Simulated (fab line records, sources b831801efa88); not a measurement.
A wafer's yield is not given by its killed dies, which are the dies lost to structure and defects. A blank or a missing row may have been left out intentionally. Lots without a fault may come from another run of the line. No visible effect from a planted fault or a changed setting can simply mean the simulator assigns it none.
The same fault as seen by 2 desks :: flow gf180mcu :: every desk sees just its own numbers, and what lay behind them comes last

== FROM THE METROLOGY DESK ==
What the gauges read, lot by lot, whatever tool the lot ran on: means of the sampled wafers that have a number. Marked OUT: a lot whose mean sits more than 4 standard deviations from the usual mean, which makes it out of limits; the brackets give that distance.
Columns: A = V5_CVD_00_THK at GF_V5_THK_MEAS_01, usual 300 nm
lot: L223
first seen here: day 26 08:22
A: 301

lot: L225
first seen here: day 27 05:14
A: 302

lot: L226
first seen here: day 27 07:35
A: 301

lot: L227
first seen here: day 27 23:08
A: 297

lot: L228
first seen here: day 28 08:13
A: 301

lot: L230
first seen here: day 28 16:14
A: 304

lot: L229
first seen here: day 28 17:51
A: 303

lot: L234
first seen here: day 29 15:43
A: 304

lot: L235
first seen here: day 30 01:03
A: 301

lot: L238
first seen here: day 30 18:17
A: 302

lot: L240
first seen here: day 31 12:09
A: 299

lot: L244
first seen here: day 32 09:29
A: 300

lot: L245
first seen here: day 32 11:32
A: 301
This desk's verdict: no lot among the 13 shows anything out of limits.

== DESK OF THE TOOL OWNER: rieDiel-01 ==
The tool's own readings at GF_V5_ETCH_16 (etches BARC in N2/H2): means of the sampled wafers that have a number, for each lot that ran on this tool. Marked OUT: a lot whose mean sits more than 4 standard deviations from the usual mean, which makes it out of limits; the brackets give that distance.
Columns: A = biasW at GF_V5_ETCH_16, usual 100.0 W; B = drypumpMotorCurrentA at GF_V5_ETCH_16, usual 6.1 A; C = oesProductAu at GF_V5_ETCH_16, usual 0.856 a.u.; D = throttleValvePct at GF_V5_ETCH_16, usual 13.225 %
lot: L228
first seen here: day 29 04:21
A: 100.0
B: 6.3
C: 0.853
D: 13.224

lot: L230
first seen here: day 29 12:37
A: 99.9
B: 6.2
C: 0.855
D: 13.218

lot: L234
first seen here: day 30 12:17
A: 89.9 (-30) OUT
B: 6.3
C: 0.850
D: 13.223
This desk's finding: out of limits on L234; first on L234, day 30 12:17 (biasW at GF_V5_ETCH_16). L228, L230: within limits.

== ALL TOGETHER ==
The tool owner's desk could have raised an alarm at day 30 12:17, on L234.
The metrology desk saw nothing out of limits.
The metrology desk holds a record of L234, inside its limits.
All the named lots went through GF_V5_ETCH_16 on rieDiel-01.

== WHAT THE SIMULATOR HAD INSERTED ==
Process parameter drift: rieDiel-01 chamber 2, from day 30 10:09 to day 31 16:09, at GF_V5_ETCH_16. Setting biasW shifted by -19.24 from 100. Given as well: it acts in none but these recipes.
Struck lots among those shown: L234.
Hours from the fault's start to each desk's first reading out of limits: the tool owner's desk, 2.
